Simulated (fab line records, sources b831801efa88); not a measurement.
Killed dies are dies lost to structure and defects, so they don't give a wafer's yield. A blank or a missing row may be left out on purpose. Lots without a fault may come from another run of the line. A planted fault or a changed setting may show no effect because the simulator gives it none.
fab line records | flow gf180mcu
record lots=5 wafers=15 last_day=34
route steps=602 shown V1@346
lots that met no fault: from a run of the same line without faults
start_h: hours from the record's first day to the start of the lot's first wafer shown | wait_h: hours since the lot's step before | " the same as in the row above | L1.1+2: a row that stands for several wafers | - no value, or no start given | * or withheld: withheld | < > ~ a bound
route shown NAME@n: a module of which the file shows steps, and the number in the route of the first | usual: mean/standard deviation of fault-free wafers | same: alike in all rows | chamber/n: place in a boat | sites: the reading at each site | _std_site: their standard deviation | _edge_site: outer sites' mean less inner sites' | radius_mm: how far each site lies from the wafer's centre | mask NAME#n: copy n | behind: the tool/chamber that last shaped the wafer | hold: why the lot was held/for how many hours/how that ended | device: the transistor (n, p or np) that didn't switch | end of line: the same wafers' tests at the end of the route | a step without rows: its recipe alone | killed: dies lost to structure and defects at the first sort, not the wafer's yield | map: a wafer's dies, x killed, . not, _ none there
set.NAME: the setting as run; set.NAME@STEP: as run at that earlier step | model.NAME: the simulator's own value behind a step, which no gauge read
lots at some steps of the route; a table a step, a row a wafer
services: from which hour (start_h, from the record's first day; less than 0 if before it) a tool's chamber was out of use, for how many hours, and why
## steps
# step GF_V1_EXPOSE_11
# recipe mask_id=Via1 target_cd_nm=260 na=0.68 source_shape=conventional sigma_outer=0.6 dose_mj=38
# columns lot.wafer tool chamber start_h wait_h mask
L079.2+3+4 krf_scanner-01 0 - - Via1#0
L082.1+4+6 krf_scanner-02 0 - - Via1#0
L083.4+5+6 krf_scanner-02 0 - - Via1#0
L088.2+3+5 krf_scanner-01 0 - - Via1#0
L096.2+3+6 krf_scanner-01 0 - - Via1#0
# step GF_V1_PEB_12
# recipe peb_temp_c=135 peb_time_s=90 resist=KrF
# columns lot.wafer tool chamber start_h wait_h
L079.2+3+4 litho_track-04 0 - -
L082.1+4+6 litho_track-04 0 - -
L083.4+5+6 litho_track-04 0 - -
L088.2+3+5 litho_track-02 0 - -
L096.2+3+6 litho_track-03 0 - -
# step GF_V1_DEVELOP_13
# recipe develop_time_s=60 resist=KrF dev_temp_c=21
# columns lot.wafer tool chamber start_h wait_h
L079.2+3+4 litho_track-04 0 465.48 0.2
L082.1+4+6 litho_track-04 0 503.95 0.2
L083.4+5+6 litho_track-04 0 514.43 0.1
L088.2+3+5 litho_track-02 0 552.08 0.2
L096.2+3+6 litho_track-03 0 597.11 0.2
# step GF_V1_CD_MEAS_14
# recipe target_cd_nm=260
# usual cd_nm=260.4/1.2
# columns lot.wafer tool chamber start_h wait_h cd_nm
L079.2 cd_sem-01 - 465.62 0.1 259.8
L079.3 " - " " 259.4
L079.4 " - " " 258.6
L082.1 cd_sem-02 - 504.10 0.1 260.8
L082.4 " - " " 261.3
L082.6 " - " " 261.7
L083.4 cd_sem-02 - 514.56 0.1 263.1
L083.5 " - " " 261.1
L083.6 " - " " 261.6
L088.2 cd_sem-02 - 552.23 0.1 259.2
L088.3 " - " " 260.1
L088.5 " - " " 260.8
L096.2 cd_sem-02 - 597.31 0.2 260.8
L096.3 " - " " 260.7
L096.6 " - " " 260.4
# step GF_V1_OVL_MEAS_15
# usual V1_OVL=1/5.6
# columns lot.wafer tool chamber start_h wait_h V1_OVL[nm]
L079.2 overlay-01 - 465.73 0.1 7
L079.3 " - " " 4
L079.4 " - " " 9
L082.1 overlay-01 - 504.22 0.1 -1
L082.4 " - " " 1
L082.6 " - " " -5
L083.4 overlay-01 - 514.64 0.1 -3
L083.5 " - " " 3
L083.6 " - " " -1
L088.2 overlay-02 - 552.34 0.1 5
L088.3 " - " " 5
L088.5 " - " " 4
L096.2 overlay-02 - 597.41 0.1 1
L096.3 " - " " -4
L096.6 " - " " 9
# step GF_V1_ETCH_16
# recipe chemistry=N2/H2 target_depth_a=withheld overetch_a=withheld time_s=withheld target=BARC ion_energy_ev=200 source_w=500 bias_w=100 pressure_mtorr=30 n2_flow_sccm=100 h2_flow_sccm=200
# usual chamber_pressure_mTorr=30.000/0.027 drypump_motor_current_A=5.7/0.38 oes_product_au=0.855/0.0047 throttle_valve_pct=13.224/0.0074
# columns lot.wafer tool chamber start_h wait_h chamber_pressure_mTorr drypump_motor_current_A oes_product_au throttle_valve_pct
L079.2 rie_diel-02 2 465.76 0.0 30.031 6.4 0.855 13.206
L079.3 " 3 " " 29.990 5.2 0.852 13.232
L079.4 " 1 " " 29.998 6.0 0.846 13.226
L082.1 rie_diel-04 0 504.26 0.0 29.990 5.8 0.855 13.215
L082.4 " 2 " " 30.024 5.1 0.859 13.226
L082.6 " 3 " " 29.991 5.9 0.857 13.222
L083.4 rie_diel-01 2 514.66 0.0 30.019 5.6 0.856 13.223
L083.5 " 0 " " 30.022 5.9 0.853 13.220
L083.6 " 1 " " 30.017 5.7 0.848 13.236
L088.2 rie_diel-04 2 552.37 0.0 29.994 5.1 0.850 13.237
L088.3 " 3 " " 30.017 5.8 0.856 13.236
L088.5 " 1 " " 30.063 4.8 0.855 13.231
L096.2 rie_diel-04 1 597.44 0.0 29.983 4.8 0.849 13.217
L096.3 " 0 " " 29.975 5.8 0.857 13.221
L096.6 " 0 " " 30.044 5.8 0.858 13.219
# step GF_V1_ETCH_17
# recipe chemistry=C4F8/O2/Ar mask_material=KrF target=SiO2 stop_on=TiN source_w=1500 bias_w=1200 pressure_mtorr=40 c4f8_flow_sccm=withheld O2_flow_sccm=6 Ar_flow_sccm=300 time_s=withheld target_depth_a=6300
# usual chamber_pressure_mTorr=40.00/0.034 oes_product_au=0.856/0.0048
# columns lot.wafer tool chamber start_h wait_h chamber_pressure_mTorr oes_product_au
L079.2 rie_diel-02 2 - - 40.00 0.858
L079.3 " 3 " " 40.00 0.850
L079.4 " 1 " " 40.03 0.856
L082.1 rie_diel-04 0 - - 40.04 0.859
L082.4 " 2 " " 40.04 0.852
L082.6 " 3 " " 39.98 0.852
L083.4 rie_diel-01 2 - - 40.07 0.861
L083.5 " 0 " " 40.00 0.856
L083.6 " 1 " " 39.99 0.857
L088.2 rie_diel-04 2 - - 39.96 0.855
L088.3 " 3 " " 40.08 0.852
L088.5 " 1 " " 40.00 0.850
L096.2 rie_diel-04 1 - - 40.03 0.852
L096.3 " 0 " " 39.94 0.852
L096.6 " 0 " " 39.95 0.853
# step GF_V1_STRIP_18
# recipe chemistry=O2/N2 power_w=1400 pressure_mtorr=1500 platen_temp_c=250 o2_flow_sccm=3000 n2_flow_sccm=300 overash_fraction=0.5
# usual chamber_pressure_mTorr=1500.0/1.4 drypump_motor_current_A=5.5/0.55 heater_power_w=298/21 o2_flow_sccm=3000/8.2 oes_product_au=0.592/0.0049
# columns lot.wafer tool chamber start_h wait_h chamber_pressure_mTorr drypump_motor_current_A heater_power_w o2_flow_sccm oes_product_au rf_hours_counter_h
L079.2 plasma_asher-02 0 465.89 - 1501.1 5.9 294 3004 0.584 81
L079.3 " 0 " " 1500.2 5.9 296 3012 0.591 -
L079.4 " 1 " " 1502.6 6.0 293 3001 0.595 -
L082.1 plasma_asher-04 0 504.39 - 1503.6 6.1 317 3001 0.600 74
L082.4 " 0 " " 1497.5 6.1 306 2987 0.591 -
L082.6 " 1 " " 1500.4 4.8 302 3001 0.585 -
L083.4 plasma_asher-02 1 514.82 - 1504.0 6.0 295 3004 0.588 -
L083.5 " 1 " " 1500.7 6.0 294 2989 0.592 -
L083.6 " 0 " " 1500.5 5.9 291 2998 0.588 -
L088.2 plasma_asher-01 1 552.49 - 1501.0 5.7 265 3010 0.599 42
L088.3 " 1 " " 1498.8 5.7 263 3013 0.598 -
L088.5 " 0 " " 1499.4 4.8 320 3006 0.590 -
L096.2 plasma_asher-01 0 597.57 - 1497.6 4.8 326 2992 0.589 46
L096.3 " 1 " " 1500.2 5.7 266 3008 0.593 -
L096.6 " 0 " " 1501.3 4.8 323 2990 0.592 -
# step GF_V1_STRIP_19
# recipe chemistry=post_etch_residue_remover time_s=1200 temp_c=72.5
# columns lot.wafer tool chamber start_h wait_h
L079.2+3+4 wet_bench-02 1 466.00 0.1
L082.1+4+6 wet_bench-01 2 504.49 0.1
L083.4+5+6 wet_bench-02 0 514.89 0.0
L088.2+3+5 wet_bench-01 3 552.59 0.1
L096.2+3+6 wet_bench-02 0 597.67 0.1
# step GF_V1_CLEAN_20
# recipe chemistry=DIW dry=n2_spin
# columns lot.wafer tool chamber start_h wait_h
L079.2+3+4 wet_bench-02 3 466.34 0.0
L082.1+4+6 wet_bench-03 1 505.17 0.0
L083.4+5+6 wet_bench-03 3 515.23 0.0
L088.2+3+5 wet_bench-03 3 552.94 0.0
L096.2+3+6 wet_bench-01 0 598.02 0.0
# step GF_V1_SPUTTER_21
# recipe material=Ti target_thk_nm=15 chamber_pressure_pa=5 power_w=2500 substrate_temp_c=200 time_s=80.02
# usual cathode_dc_power_W=2500.0/0.47 throttle_valve_pct=29.9/1.3
# columns lot.wafer tool chamber start_h wait_h cathode_dc_power_W throttle_valve_pct
L079.2 pvd_sputter-01 - 466.44 0.0 2499.3 27.1
L079.3 " - " " 2500.0 28.0
L079.4 " - " " 2500.3 29.2
L082.1 pvd_sputter-02 - 505.26 0.0 2499.8 31.8
L082.4 " - " " 2499.7 29.0
L082.6 " - " " 2500.8 28.8
L083.4 pvd_sputter-02 - 515.32 0.0 2500.2 30.4
L083.5 " - " " 2499.6 29.1
L083.6 " - " " 2500.1 31.0
L088.2 pvd_sputter-03 - 553.03 0.0 2499.9 31.0
L088.3 " - " " 2500.0 30.1
L088.5 " - " " 2500.7 29.9
L096.2 pvd_sputter-02 - 598.11 0.0 2500.1 31.1
L096.3 " - " " 2499.6 31.4
L096.6 " - " " 2499.9 31.7
# step GF_V1_SPUTTER_22
# recipe material=TiN target_thk_nm=10 chamber_pressure_pa=5 power_w=4000 time_s=40
# usual cathode_dc_power_W=4000.0/0.74 throttle_valve_pct=29.9/1.3
# columns lot.wafer tool chamber start_h wait_h cathode_dc_power_W throttle_valve_pct
L079.2 pvd_sputter-01 - 466.50 0.0 4000.6 27.2
L079.3 " - " " 3999.3 28.2
L079.4 " - " " 3998.9 29.3
L082.1 pvd_sputter-02 - 505.32 0.0 4000.5 31.4
L082.4 " - " " 4000.9 28.9
L082.6 " - " " 4000.2 29.1
L083.4 pvd_sputter-02 - 515.38 0.0 4000.8 30.8
L083.5 " - " " 4000.2 28.9
L083.6 " - " " 3999.8 31.2
L088.2 pvd_sputter-03 - 553.09 0.0 3998.9 31.1
L088.3 " - " " 4000.1 30.2
L088.5 " - " " 4000.2 30.1
L096.2 pvd_sputter-02 - 598.17 0.0 3999.2 30.9
L096.3 " - " " 3999.8 31.7
L096.6 " - " " 3999.3 31.5
# step GF_V1_CVD_23
# recipe material=W target_thk_nm=350 time_s=105.05 temp_c=400 pressure_torr=40
# usual heater_power_w=885/35 susceptor_temp_C=400.01/0.21
# columns lot.wafer tool chamber start_h wait_h heater_power_w susceptor_temp_C
L079.2 cvd_w-01 0 466.54 0.0 826 400.10
L079.3 " 0 " " 830 399.68
L079.4 " 1 " " 894 400.11
L082.1 cvd_w-02 1 505.36 0.0 889 399.80
L082.4 " 1 " " 877 400.02
L082.6 " 1 " " 872 399.99
L083.4 cvd_w-02 0 515.46 0.1 917 399.76
L083.5 " 0 " " 916 399.89
L083.6 " 1 " " 903 399.84
L088.2 cvd_w-02 0 553.13 0.0 929 400.06
L088.3 " 1 " " 865 400.16
L088.5 " 0 " " 900 400.17
L096.2 cvd_w-01 0 598.21 0.0 867 399.63
L096.3 " 0 " " 844 399.80
L096.6 " 0 " " 835 399.66
# step GF_V1_RS_MEAS_24
# recipe thk_meas_gauge=four-point-probe reads=W_of_V1_CVD_23+TiN_of_V1_SPUTTER_22+Ti_of_V1_SPUTTER_21
# usual V1_W_RS=0.331/0.0048
# columns lot.wafer tool chamber start_h wait_h V1_W_RS[ohm/sq]
L079.2 film_metro-03 - 466.67 0.1 0.336
L079.3 " - " " 0.336
L079.4 " - " " 0.339
L082.1 film_metro-02 - 505.47 0.1 0.320
L082.4 " - " " 0.324
L082.6 " - " " 0.325
L083.4 film_metro-01 - 515.59 0.1 0.327
L083.5 " - " " 0.328
L083.6 " - " " 0.326
L088.2 film_metro-02 - 553.26 0.1 0.331
L088.3 " - " " 0.327
L088.5 " - " " 0.332
L096.2 film_metro-01 - 598.34 0.1 0.332
L096.3 " - " " 0.335
L096.6 " - " " 0.331
# step GF_V1_THK_MEAS_25
# recipe thk_meas_gauge=xrf reads=W_of_V1_CVD_23
# usual V1_W_THK=347/4.5
# columns lot.wafer tool chamber start_h wait_h V1_W_THK[nm]
L079.2 film_metro-03 - 466.78 0.1 344
L079.3 " - " " 345
L079.4 " - " " 341
L082.1 film_metro-02 - 505.59 0.1 355
L082.4 " - " " 351
L082.6 " - " " 349
L083.4 film_metro-01 - 515.68 0.1 347
L083.5 " - " " 347
L083.6 " - " " 349
L088.2 film_metro-02 - 553.37 0.1 349
L088.3 " - " " 352
L088.5 " - " " 349
L096.2 film_metro-01 - 598.45 0.1 345
L096.3 " - " " 346
L096.6 " - " " 345
## services
# columns tool chamber start_h hours kind
krf_scanner-02 - 436.23 1.0 pm
krf_scanner-02 - 438.43 1.1 repair
rie_diel-02 - 454.13 2.8 pm
cvd_w-02 - 455.96 14.6 pm
krf_scanner-02 - 461.31 0.8 pm
pvd_sputter-02 - 463.07 1.9 repair
krf_scanner-01 - 463.72 1.0 pm
krf_scanner-02 - 464.72 0.8 pm
rie_diel-01 - 476.18 1.4 repair
rie_diel-01 3 481.50 3.5 repair
krf_scanner-02 - 482.53 4.0 pm
rie_diel-01 0 489.09 12.9 repair
krf_scanner-01 - 493.57 4.4 pm
rie_diel-02 2 494.14 24.2 repair
pvd_sputter-01 - 495.11 29.0 repair
cvd_w-02 - 498.41 2.8 pm
rie_diel-04 1 504.65 1.5 repair
krf_scanner-01 - 515.36 0.7 repair
krf_scanner-01 - 526.63 1.3 pm
krf_scanner-01 - 537.22 4.0 pm
cvd_w-02 0 542.92 3.6 repair
wet_bench-03 - 567.42 3.7 repair
krf_scanner-01 - 586.89 0.8 pm
krf_scanner-01 - 597.22 3.6 pm
## key
fault none
